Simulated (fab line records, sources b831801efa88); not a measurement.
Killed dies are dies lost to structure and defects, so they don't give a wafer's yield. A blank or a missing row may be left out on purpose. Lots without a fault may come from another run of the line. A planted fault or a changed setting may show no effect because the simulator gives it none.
fab line records | flow gf180mcu
record lots=24 wafers=72 last_day=34
route steps=602 shown V2@399 V3@433 V4@480 V5@554
lots that met no fault: from a run of the same line without faults
start_h: hours from the record's first day to the start of the lot's first wafer shown | wait_h: hours since the lot's step before | " the same as in the row above | L1.1+2: a row that stands for several wafers | - no value, or no start given | * or withheld: withheld | < > ~ a bound
route shown NAME@n: a module of which the file shows steps, and the number in the route of the first | usual: mean/standard deviation of fault-free wafers | same: alike in all rows | chamber/n: place in a boat | sites: the reading at each site | _std_site: their standard deviation | _edge_site: outer sites' mean less inner sites' | radius_mm: how far each site lies from the wafer's centre | mask NAME#n: copy n | behind: the tool/chamber that last shaped the wafer | hold: why the lot was held/for how many hours/how that ended | device: the transistor (n, p or np) that didn't switch | end of line: the same wafers' tests at the end of the route | a step without rows: its recipe alone | killed: dies lost to structure and defects at the first sort, not the wafer's yield | map: a wafer's dies, x killed, . not, _ none there
set.NAME: the setting as run; set.NAME@STEP: as run at that earlier step | model.NAME: the simulator's own value behind a step, which no gauge read
steps of the route over a sample of lots; a table a step, a row a wafer
services: from which hour (start_h, from the record's first day; less than 0 if before it) a tool's chamber was out of use, for how many hours, and why
## steps
# step GF_V2_ETCH_17
# recipe chemistry=C4F8/O2/Ar mask_material=KrF target=SiO2 stop_on=TiN source_w=1500 bias_w=1200 pressure_mtorr=40 c4f8_flow_sccm=withheld O2_flow_sccm=6 Ar_flow_sccm=300 time_s=withheld target_depth_a=6300
# usual oes_product_au=0.856/0.0041
# columns lot.wafer tool chamber start_h wait_h oes_product_au
L074.4 rie_diel-02 0 - - 0.853
L074.5 " 2 " " 0.856
L074.6 " 1 " " 0.850
L075.4 rie_diel-04 0 - - 0.854
L075.5 " 2 " " 0.862
L075.6 " 3 " " 0.853
L076.2 rie_diel-02 0 - - 0.862
L076.3 " 3 " " 0.853
L076.4 " 2 " " 0.850
L077.1 rie_diel-02 3 - - 0.855
L077.2 " 2 " " 0.862
L077.6 " 1 " " 0.849
L078.1 rie_diel-04 0 - - 0.861
L078.4 " 2 " " 0.854
L078.5 " 1 " " 0.857
L079.2 rie_diel-01 2 - - 0.850
L079.4 " 1 " " 0.858
L079.6 " 0 " " 0.864
L080.1 rie_diel-02 1 - - 0.856
L080.4 " 3 " " 0.856
L080.6 " 2 " " 0.863
L081.3 rie_diel-02 0 - - 0.853
L081.5 " 1 " " 0.854
L081.6 " 0 " " 0.852
L082.2 rie_diel-01 0 - - 0.860
L082.5 " 3 " " 0.856
L082.6 " 1 " " 0.850
L083.1 rie_diel-01 2 - - 0.859
L083.3 " 1 " " 0.856
L083.4 " 0 " " 0.859
L084.1 rie_diel-01 3 - - 0.856
L084.3 " 0 " " 0.860
L084.5 " 0 " " 0.862
L085.3 rie_diel-02 3 - - 0.856
L085.5 " 3 " " 0.854
L085.6 " 2 " " 0.849
L086.1 rie_diel-01 2 - - 0.857
L086.4 " 3 " " 0.861
L086.6 " 2 " " 0.856
L087.1 rie_diel-01 2 - - 0.860
L087.2 " 0 " " 0.862
L087.4 " 1 " " 0.865
L088.2 rie_diel-02 2 - - 0.852
L088.3 " 3 " " 0.862
L088.5 " 1 " " 0.847
L089.2 rie_diel-04 0 - - 0.846
L089.3 " 3 " " 0.862
L089.4 " 1 " " 0.867
L090.2 rie_diel-01 0 - - 0.854
L090.5 " 3 " " 0.856
L090.6 " 0 " " 0.852
L091.2 rie_diel-02 2 - - 0.853
L091.4 " 1 " " 0.856
L091.5 " 2 " " 0.859
L092.4 rie_diel-04 3 - - 0.852
L092.5 " 1 " " 0.862
L092.6 " 2 " " 0.851
L093.3 rie_diel-01 1 - - 0.855
L093.5 " 3 " " 0.849
L093.6 " 2 " " 0.856
L094.1 rie_diel-04 0 - - 0.851
L094.2 " 2 " " 0.855
L094.6 " 3 " " 0.852
L095.1 rie_diel-02 1 - - 0.853
L095.2 " 3 " " 0.855
L095.3 " 2 " " 0.850
L096.2 rie_diel-02 2 - - 0.854
L096.3 " 0 " " 0.855
L096.4 " 1 " " 0.855
L097.1 rie_diel-04 0 - - 0.852
L097.5 " 2 " " 0.855
L097.6 " 3 " " 0.858
# step GF_V3_CMP_04
# recipe material=SiO2 down_force_psi=4 platen_rpm=60 pad_velocity_m_s=0.94248
# usual motor_current_A=11.9/1.2 time_to_endpoint_s=76/5
# columns lot.wafer tool chamber start_h wait_h motor_current_A time_to_endpoint_s
L074.4 cmp-01 2 481.52 0.1 12.2 86
L074.6 " 1 " " 13.3 83
L074.5 " 2 " " 11.1 79
L075.4 cmp-02 3 497.36 0.1 10.4 78
L075.5 " 1 " " 11.1 77
L075.6 " 2 " " 13.2 79
L076.2 cmp-01 1 506.61 0.0 13.3 78
L076.4 " 3 " " 11.0 85
L076.3 " 0 " " 10.4 84
L077.2 cmp-01 1 511.05 0.0 13.8 78
L077.1 " 2 " " 11.5 80
L077.6 " 2 " " 11.0 70
L078.1 cmp-02 1 527.05 0.1 12.3 76
L078.4 " 2 " " 12.9 74
L078.5 " 1 " " 10.8 80
L079.2 cmp-02 1 534.06 0.0 10.9 77
L079.4 " 3 " " 11.1 83
L079.6 " 1 " " 10.7 81
L080.1 cmp-02 1 538.17 0.1 10.7 72
L080.4 " 2 " " 12.3 81
L080.6 " 1 " " 11.2 82
L081.3 cmp-01 1 559.33 0.1 13.3 69
L081.5 " 3 " " 11.2 72
L081.6 " 0 " " 10.4 78
L082.2 cmp-02 1 559.44 0.1 10.8 77
L082.5 " 3 " " 10.7 83
L082.6 " 0 " " 13.6 80
L083.4 cmp-01 3 564.18 0.0 10.9 71
L083.3 " 0 " " 9.9 74
L083.1 " 1 " " 13.6 66
L084.1 cmp-02 1 580.15 0.1 11.4 79
L084.3 " 2 " " 13.2 77
L084.5 " 2 " " 13.1 82
L085.3 cmp-02 0 586.55 0.1 13.7 74
L085.5 " 3 " " 11.0 79
L085.6 " 0 " " 13.9 80
L086.4 cmp-01 3 594.10 0.1 10.4 67
L086.1 " 0 " " 10.4 72
L086.6 " 2 " " 11.7 74
L087.4 cmp-01 1 601.11 0.0 12.5 78
L087.2 " 3 " " 11.6 67
L087.1 " 0 " " 10.7 71
L088.3 cmp-01 3 611.24 0.1 11.2 71
L088.2 " 0 " " 10.7 78
L088.5 " 1 " " 13.6 75
L089.3 cmp-01 2 618.48 0.0 11.5 74
L089.2 " 3 " " 11.2 73
L089.4 " 1 " " 13.6 77
L090.2 cmp-01 1 621.96 0.0 12.9 71
L090.5 " 1 " " 13.9 79
L090.6 " 2 " " 11.8 75
L091.4 cmp-01 3 630.77 0.0 10.6 73
L091.2 " 2 " " 11.2 74
L091.5 " 0 " " 10.3 77
L092.4 cmp-01 1 636.40 0.2 13.6 77
L092.6 " 2 " " 11.1 83
L092.5 " 3 " " 10.9 79
L093.3 cmp-02 2 641.99 0.1 12.5 75
L093.5 " 0 " " 14.4 81
L093.6 " 1 " " 10.8 78
L094.2 cmp-01 0 647.41 0.3 10.4 86
L094.1 " 1 " " 13.2 84
L094.6 " 0 " " 10.6 82
L095.1 cmp-01 1 656.81 0.1 13.9 69
L095.2 " 2 " " 11.5 69
L095.3 " 0 " " 11.1 76
L096.3 cmp-01 1 665.25 0.0 13.5 76
L096.4 " 3 " " 10.8 81
L096.2 " 0 " " 10.7 75
L097.1 cmp-01 0 671.14 0.1 10.5 77
L097.5 " 3 " " 11.0 79
L097.6 " 0 " " 10.7 84
# step GF_V3_OVL_MEAS_15
# usual V3_OVL=0/5.4
# columns lot.wafer tool chamber start_h wait_h V3_OVL[nm]
L074.4 overlay-01 - 505.87 0.1 -10
L074.5 " - " " 0
L074.6 " - " " -6
L075.4 overlay-01 - 521.54 0.1 9
L075.5 " - " " 3
L075.6 " - " " 4
L076.2 overlay-02 - 531.07 0.1 0
L076.3 " - " " 7
L076.4 " - " " 0
L077.1 overlay-02 - 535.15 0.1 1
L077.2 " - " " 7
L077.6 " - " " 2
L078.1 overlay-01 - 550.86 0.1 3
L078.4 " - " " 10
L078.5 " - " " 7
L079.2 overlay-01 - 557.48 0.1 -4
L079.4 " - " " 1
L079.6 " - " " -5
L080.1 overlay-01 - 561.51 0.1 0
L080.4 " - " " 3
L080.6 " - " " -1
L081.3 overlay-02 - 581.63 0.1 0
L081.5 " - " " 3
L081.6 " - " " 4
L082.2 overlay-02 - 581.98 0.1 -2
L082.5 " - " " -9
L082.6 " - " " -1
L083.1 overlay-02 - 586.62 0.1 -2
L083.3 " - " " 2
L083.4 " - " " -5
L084.1 overlay-01 - 601.25 0.1 -1
L084.3 " - " " -2
L084.5 " - " " -1
L085.3 overlay-02 - 608.13 0.1 1
L085.5 " - " " -1
L085.6 " - " " -3
L086.1 overlay-02 - 615.27 0.1 -2
L086.4 " - " " -6
L086.6 " - " " -2
L087.1 overlay-02 - 621.85 0.1 3
L087.2 " - " " 1
L087.4 " - " " -3
L088.2 overlay-02 - 631.57 0.1 -3
L088.3 " - " " -6
L088.5 " - " " -5
L089.2 overlay-02 - 638.56 0.1 -2
L089.3 " - " " 0
L089.4 " - " " 5
L090.2 overlay-02 - 642.43 0.1 5
L090.5 " - " " 14
L090.6 " - " " 5
L091.2 overlay-01 - 651.32 0.1 0
L091.4 " - " " -5
L091.5 " - " " -6
L092.4 overlay-01 - 656.24 0.1 1
L092.5 " - " " 9
L092.6 " - " " -1
L093.3 overlay-02 - 662.58 0.1 3
L093.5 " - " " 5
L093.6 " - " " 5
L094.1 overlay-02 - 667.81 0.1 5
L094.2 " - " " -10
L094.6 " - " " -6
L095.1 overlay-02 - 676.50 0.1 10
L095.2 " - " " -6
L095.3 " - " " 5
L096.2 overlay-01 - 684.96 0.1 -12
L096.3 " - " " -12
L096.4 " - " " -12
L097.1 overlay-02 - 690.42 0.1 2
L097.5 " - " " 4
L097.6 " - " " -9
# step GF_V3_ETCH_17
# recipe chemistry=C4F8/O2/Ar mask_material=KrF target=SiO2 stop_on=TiN source_w=1500 bias_w=1174 pressure_mtorr=40 c4f8_flow_sccm=withheld O2_flow_sccm=6 Ar_flow_sccm=300 time_s=withheld target_depth_a=6350
# usual oes_product_au=0.855/0.0048
# columns lot.wafer tool chamber start_h wait_h oes_product_au
L074.4 rie_diel-02 1 - - 0.865
L074.5 " 2 " " 0.857
L074.6 " 1 " " 0.852
L075.4 rie_diel-02 1 - - 0.854
L075.5 " 3 " " 0.852
L075.6 " 0 " " 0.861
L076.2 rie_diel-03 0 - - 0.852
L076.3 " 3 " " 0.857
L076.4 " 1 " " 0.855
L077.1 rie_diel-02 1 - - 0.858
L077.2 " 3 " " 0.851
L077.6 " 2 " " 0.856
L078.1 rie_diel-04 2 - - 0.852
L078.4 " 0 " " 0.853
L078.5 " 1 " " 0.855
L079.2 rie_diel-04 2 - - 0.853
L079.4 " 3 " " 0.855
L079.6 " 1 " " 0.846
L080.1 rie_diel-03 3 - - 0.854
L080.4 " 1 " " 0.861
L080.6 " 1 " " 0.859
L081.3 rie_diel-03 3 - - 0.858
L081.5 " 0 " " 0.864
L081.6 " 1 " " 0.856
L082.2 rie_diel-02 1 - - 0.862
L082.5 " 0 " " 0.856
L082.6 " 1 " " 0.855
L083.1 rie_diel-04 1 - - 0.857
L083.3 " 0 " " 0.854
L083.4 " 2 " " 0.852
L084.1 rie_diel-02 3 - - 0.847
L084.3 " 2 " " 0.854
L084.5 " 3 " " 0.861
L085.3 rie_diel-04 0 - - 0.848
L085.5 " 3 " " 0.864
L085.6 " 2 " " 0.840
L086.1 rie_diel-04 2 - - 0.845
L086.4 " 3 " " 0.858
L086.6 " 2 " " 0.858
L087.1 rie_diel-02 1 - - 0.853
L087.2 " 0 " " 0.849
L087.4 " 0 " " 0.847
L088.2 rie_diel-02 0 - - 0.860
L088.3 " 1 " " 0.849
L088.5 " 0 " " 0.868
L089.2 rie_diel-04 3 - - 0.851
L089.3 " 1 " " 0.860
L089.4 " 3 " " 0.854
L090.2 rie_diel-03 2 - - 0.856
L090.5 " 0 " " 0.858
L090.6 " 3 " " 0.851
L091.2 rie_diel-02 1 - - 0.864
L091.4 " 1 " " 0.855
L091.5 " 2 " " 0.850
L092.4 rie_diel-04 2 - - 0.847
L092.5 " 3 " " 0.856
L092.6 " 0 " " 0.857
L093.3 rie_diel-04 0 - - 0.851
L093.5 " 2 " " 0.856
L093.6 " 3 " " 0.849
L094.1 rie_diel-03 1 - - 0.852
L094.2 " 3 " " 0.860
L094.6 " 1 " " 0.857
L095.1 rie_diel-03 3 - - 0.858
L095.2 " 0 " " 0.853
L095.3 " 2 " " 0.850
L096.2 rie_diel-04 2 - - 0.860
L096.3 " 3 " " 0.847
L096.4 " 1 " " 0.856
L097.1 rie_diel-03 3 - - 0.852
L097.5 " 2 " " 0.846
L097.6 " 3 " " 0.858
# step GF_V4_CMP_04
# recipe material=SiO2 down_force_psi=4 platen_rpm=60 pad_velocity_m_s=0.94248
# usual motor_current_A=12.0/1.3 time_to_endpoint_s=80/5.4
# columns lot.wafer tool chamber start_h wait_h motor_current_A time_to_endpoint_s
L074.4 cmp-02 0 532.85 0.1 14.7 92
L074.6 " 2 " " 12.7 87
L074.5 " 3 " " 10.8 94
L075.4 cmp-02 3 547.85 0.0 10.7 84
L075.5 " 3 " " 10.8 79
L075.6 " 0 " " 13.8 75
L076.2 cmp-01 0 557.16 0.0 10.8 79
L076.4 " 1 " " 14.0 80
L076.3 " 2 " " 11.7 71
L077.1 cmp-02 0 561.82 0.1 13.3 75
L077.2 " 2 " " 13.0 76
L077.6 " 0 " " 14.4 85
L078.1 cmp-02 0 575.38 0.1 13.3 69
L078.4 " 1 " " 10.9 79
L078.5 " 3 " " 11.5 86
L079.4 cmp-02 1 582.35 0.1 11.4 88
L079.2 " 2 " " 13.0 77
L079.6 " 1 " " 11.5 89
L080.1 cmp-01 1 586.39 0.1 13.3 71
L080.4 " 2 " " 11.7 80
L080.6 " 1 " " 13.3 73
L081.3 cmp-02 2 605.20 0.1 12.6 74
L081.5 " 0 " " 14.1 79
L081.6 " 1 " " 11.5 77
L082.2 cmp-02 2 606.50 0.1 12.2 85
L082.6 " 0 " " 13.9 84
L082.5 " 1 " " 10.8 92
L083.4 cmp-02 1 610.09 0.1 11.4 88
L083.1 " 2 " " 13.0 86
L083.3 " 3 " " 10.6 86
L084.1 cmp-02 3 624.84 0.3 11.3 81
L084.3 " 0 " " 14.0 72
L084.5 " 3 " " 11.2 89
L085.3 cmp-01 2 631.69 0.1 11.5 76
L085.6 " 0 " " 10.4 80
L085.5 " 1 " " 13.2 79
L086.4 cmp-02 2 637.99 0.0 12.7 84
L086.1 " 1 " " 11.0 80
L086.6 " 2 " " 13.1 80
L087.1 cmp-02 3 644.61 0.1 11.2 80
L087.4 " 1 " " 11.6 91
L087.2 " 2 " " 12.5 74
L088.3 cmp-01 0 654.66 0.1 10.5 77
L088.2 " 2 " " 11.7 76
L088.5 " 3 " " 11.3 79
L089.3 cmp-02 2 660.94 0.0 13.3 79
L089.2 " 3 " " 11.5 82
L089.4 " 1 " " 10.9 84
L090.2 cmp-02 3 665.00 0.0 10.6 77
L090.5 " 3 " " 10.6 78
L090.6 " 0 " " 13.9 85
L091.2 cmp-02 1 674.27 0.1 11.1 77
L091.4 " 3 " " 11.3 83
L091.5 " 1 " " 11.1 77
L092.4 cmp-01 0 678.22 0.1 10.6 83
L092.5 " 3 " " 11.1 75
L092.6 " 0 " " 10.0 88
L093.3 cmp-01 3 684.68 0.2 11.3 76
L093.5 " 0 " " 10.6 88
L093.6 " 1 " " 12.8 82
L094.1 cmp-01 1 689.81 0.1 13.4 75
L094.2 " 2 " " 10.5 80
L094.6 " 1 " " 13.4 83
L095.1 cmp-01 3 698.49 0.1 10.9 74
L095.3 " 0 " " 10.5 85
L095.2 " 1 " " 12.7 73
L096.2 cmp-01 2 705.86 0.0 11.5 85
L096.4 " 3 " " 10.8 85
L096.3 " 1 " " 13.5 82
L097.1 cmp-01 2 711.57 0.1 11.4 81
L097.6 " 1 " " 12.8 85
L097.5 " 2 " " 11.4 87
# step GF_V5_CD_MEAS_14
# recipe target_cd_nm=260
# usual cd_nm=259.8/1.2
# columns lot.wafer tool chamber start_h wait_h cd_nm
L074.4 cd_sem-02 - 625.04 0.1 258.5
L074.5 " - " " 256.8
L074.6 " - " " 257.1
L075.4 cd_sem-01 - 636.53 0.1 259.9
L075.5 " - " " 260.1
L075.6 " - " " 260.5
L076.2 cd_sem-02 - 645.12 0.1 259.9
L076.3 " - " " 259.2
L076.4 " - " " 259.7
L077.1 cd_sem-02 - 649.45 0.1 260.6
L077.2 " - " " 259.1
L077.6 " - " " 259.8
L078.1 cd_sem-01 - 661.48 0.1 260.2
L078.4 " - " " 259.6
L078.5 " - " " 261.2
L079.2 cd_sem-02 - 668.37 0.1 259.5
L079.4 " - " " 260.8
L079.6 " - " " 260.1
L080.1 cd_sem-01 - 671.13 0.1 260.3
L080.4 " - " " 260.7
L080.6 " - " " 261.3
L081.3 cd_sem-02 - 688.87 0.1 261.6
L081.5 " - " " 262.1
L081.6 " - " " 261.3
L082.2 cd_sem-02 - 689.31 0.2 259.7
L082.5 " - " " 261.0
L082.6 " - " " 260.1
L083.1 cd_sem-02 - 693.37 0.1 260.1
L083.3 " - " " 259.7
L083.4 " - " " 260.0
L084.1 cd_sem-01 - 705.46 0.2 258.0
L084.3 " - " " 259.4
L084.5 " - " " 258.5
L085.3 cd_sem-02 - 712.36 0.1 259.7
L085.5 " - " " 260.6
L085.6 " - " " 260.7
L086.1 cd_sem-02 - 717.15 0.1 258.7
L086.4 " - " " 259.3
L086.6 " - " " 259.3
L087.1 cd_sem-02 - 723.13 0.1 258.7
L087.2 " - " " 259.5
L087.4 " - " " 259.3
L088.2 cd_sem-01 - 732.87 0.1 260.0
L088.3 " - " " 259.2
L088.5 " - " " 260.0
L089.2 cd_sem-01 - 738.47 0.1 262.7
L089.3 " - " " 260.9
L089.4 " - " " 262.7
L090.2 cd_sem-02 - 741.95 0.1 258.7
L090.5 " - " " 258.1
L090.6 " - " " 257.7
L091.2 cd_sem-01 - 750.20 0.1 262.1
L091.4 " - " " 262.0
L091.5 " - " " 262.7
L092.4 cd_sem-02 - 754.34 0.1 257.9
L092.5 " - " " 257.7
L092.6 " - " " 258.3
L093.3 cd_sem-01 - 757.91 0.1 260.4
L093.5 " - " " 259.7
L093.6 " - " " 259.6
L094.1 cd_sem-01 - 762.03 0.1 260.6
L094.2 " - " " 260.2
L094.6 " - " " 260.2
L095.1 cd_sem-01 - 772.17 0.1 262.3
L095.2 " - " " 262.1
L095.3 " - " " 260.0
L096.2 cd_sem-02 - 777.05 0.1 260.2
L096.3 " - " " 259.4
L096.4 " - " " 259.3
L097.1 cd_sem-01 - 781.38 0.1 259.1
L097.5 " - " " 260.6
L097.6 " - " " 258.2
## services
# columns tool chamber start_h hours kind
rie_diel-01 3 438.59 13.3 repair
rie_diel-02 3 449.37 12.5 repair
rie_diel-04 2 479.03 5.6 repair
rie_diel-04 1 491.78 3.8 repair
rie_diel-04 - 499.28 0.5 repair
rie_diel-01 3 515.46 3.3 repair
rie_diel-01 2 529.65 5.2 repair
rie_diel-02 2 549.95 2.7 repair
rie_diel-02 3 551.45 3.5 repair
cmp-01 - 572.00 4.0 pm
rie_diel-01 3 578.89 19.4 repair
cmp-01 - 578.91 6.1 repair
rie_diel-02 - 588.04 2.8 pm
cmp-01 - 604.98 3.6 pm
cmp-02 - 617.42 1.7 repair
cmp-02 - 629.26 4.4 pm
rie_diel-04 0 637.81 4.6 repair
rie_diel-04 3 644.32 1.3 repair
cmp-02 - 646.84 2.4 repair
rie_diel-02 0 648.75 5.9 repair
cmp-02 - 649.94 2.2 repair
rie_diel-02 1 652.70 8.2 repair
cmp-02 - 669.56 4.5 repair
cmp-02 - 711.64 3.3 pm
## key
fault none
